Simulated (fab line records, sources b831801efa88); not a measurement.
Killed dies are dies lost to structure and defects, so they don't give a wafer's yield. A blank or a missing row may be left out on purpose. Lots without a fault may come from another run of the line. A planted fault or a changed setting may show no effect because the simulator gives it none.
A struck lot beside a sound one | flow sky130 | 23 steps out of a route of 708
Sound: wafers L276.3, L276.4, L276.5. Struck: wafers L290.2, L290.4, L290.5. The cause comes at the end.
At each step with rows: each side's tool, then ch and its chambers, then its first start. Under that, the readings that differ: sound wafers | struck wafers | difference of the means | sigmas: that difference in standard deviations of wafers without a fault.
alike: readings whose means differ by less than 2 such deviations, and words and numbers that are the same on both sides. not compared: withheld readings, readings that some wafer has no value for, bounds like >300 that may hide the same value, and numbers for which the record gives no deviation and whose values overlap.
The two part at a step that has a row with sigmas, a row that says differs or no value, or rows on one side only. Numbers that don't overlap but have no deviation are shown without sigmas and don't part them. A reading that every wafer of one side lacks parts them only if that side has two wafers or more.

SKY_LOCAL_INTERCONNECT_STRIP_15: strips in O2/N2.
  sound on plasma_asher-04 ch 0,1, day 32 02:13; struck on plasma_asher-04 ch 0,1, day 35 20:52
  alike: drypump_motor_current_A, oes_product_au, strip_time_to_endpoint_s
  not compared: rf_hours_counter_h
then, 3 steps without rows for these wafers: SKY_LOCAL_INTERCONNECT_STRIP_16 (strips in post etch residue remover, time 1200 s); SKY_LOCAL_INTERCONNECT_CLEAN_17 (cleans in IPA, time 180 s); SKY_LOCAL_INTERCONNECT_CLEAN_18 (cleans in O3/DIW).
SKY_CONTACT_CVD_00: deposits Si3N4, target thk 75 nm.
  sound on pecvd-04 ch 0,1, day 32 02:46; struck on pecvd-03 ch 1,2, day 35 21:27
  alike: heater_power_w, rf_fwd_power_W
SKY_CONTACT_THK_MEAS_01:
  sound on film_metro-01, day 32 02:49; struck on film_metro-01, day 35 21:29
  alike: CONTACT_CVD_00_THK
then, 1 step without rows for these wafers: SKY_CONTACT_HDPCVD_02 (deposits SiO2, target thk 565 nm, time 94.2 s).
SKY_CONTACT_THK_MEAS_03:
  sound on film_metro-04, day 32 02:57; struck on film_metro-03, day 35 21:37
  alike: CONTACT_HDPCVD_THK
SKY_CONTACT_CMP_04: polishes SiO2.
  sound on cmp-01 ch 0,2,3, day 32 02:59; struck on cmp-02 ch 1,3, day 35 21:43
  reading                | sound    | struck   | difference | sigmas
  time_to_endpoint_s (s) | 74 75 84 | 95 83 94 | +13        | +2
  alike: head_pressure_psi, motor_current_A
SKY_CONTACT_BOW_MEAS_05:
  sound on film_metro-03, day 32 03:20; struck on film_metro-04, day 35 21:59
  alike: CONTACT_BOW
then, 2 steps without rows for these wafers: SKY_CONTACT_DEHYDRATE_06 (time 60 s); SKY_CONTACT_HMDS_07 (prime time 60 s).
SKY_CONTACT_COAT_08: resist thk 60 nm.
  sound on litho_track-03 ch 0, day 32 16:50; struck on litho_track-03 ch 0, day 36 11:13
  reading              | sound                | struck               | difference | sigmas
  spin_speed_rpm (rpm) | 2999.7 3000.3 2998.5 | 2622.2 2627.5 2622.9 | -375.3     | -99 or more
then, 5 steps without rows for these wafers: SKY_CONTACT_COAT_09 (resist thk 450 nm); SKY_CONTACT_SOFTBAKE_10 (time 90 s); SKY_CONTACT_EXPOSE_11 (exposes mask CTM1, target cd 170 nm); SKY_CONTACT_PEB_12; SKY_CONTACT_DEVELOP_13 (develop time 60 s).
SKY_CONTACT_CD_MEAS_14: target cd 170 nm.
  sound on cd_sem-01, day 33 06:40; struck on cd_sem-01, day 37 00:13
  reading    | sound             | struck            | difference | sigmas
  cd_nm (nm) | 173.9 174.2 173.0 | 170.1 169.2 168.2 | -4.5       | -3
SKY_CONTACT_OVL_MEAS_15:
  sound on overlay-01, day 33 06:46; struck on overlay-01, day 37 00:19
  alike: CONTACT_OVL
SKY_CONTACT_ETCH_16: etches BARC in N2/H2, stops on SiO2, time 45.9 s, target depth 60 nm.
  sound on rie_diel-04 ch 1,2, day 33 06:47; struck on rie_diel-03 ch 0,2,3, day 37 00:20
  reading                  | sound             | struck            | difference | sigmas
  oes_product_au (a.u.)    | 0.852 0.851 0.849 | 0.892 0.890 0.886 | +0.039     | +8
  model.etch.depth_nm (nm) | 60.06 59.92 59.95 | 63.93 63.87 63.81 | +3.89      |
  alike: drypump_motor_current_A, rf_fwd_power_W, throttle_valve_pct
  not compared: rf_hours_counter_h
SKY_CONTACT_ETCH_17: etches SiO2 in C4F8/O2/Ar, stops on Si3N4, target depth 340 nm.
  sound on rie_diel-04 ch 1,2, day 33 06:50; struck on rie_diel-03 ch 0,2,3, day 37 00:23
  alike: oes_product_au, rf_fwd_power_W
-- the record jumps here: 13 days lie between the struck wafers' starts before and after (it left off in module CONTACT and takes up again in module PAD_OPEN, whose first step shown is number 708 of the route) --
SKY_PAD_OPEN_PROBE_99:
  sound on prober-02, day 47 02:22; struck on prober-02, day 49 20:37
  alike: killed_at_M0_to_M3, killed_at_M4_up, killed_at_contacts, killed_at_front_end, killed_at_other, killed_dies, killed_open, killed_short

WHERE THEY PART
First at SKY_CONTACT_CMP_04; last, within this record, at SKY_CONTACT_ETCH_16. Later steps at which nothing parts them and some readings are alike: SKY_CONTACT_ETCH_17, SKY_PAD_OPEN_PROBE_99.

WHY: what the simulator had put in
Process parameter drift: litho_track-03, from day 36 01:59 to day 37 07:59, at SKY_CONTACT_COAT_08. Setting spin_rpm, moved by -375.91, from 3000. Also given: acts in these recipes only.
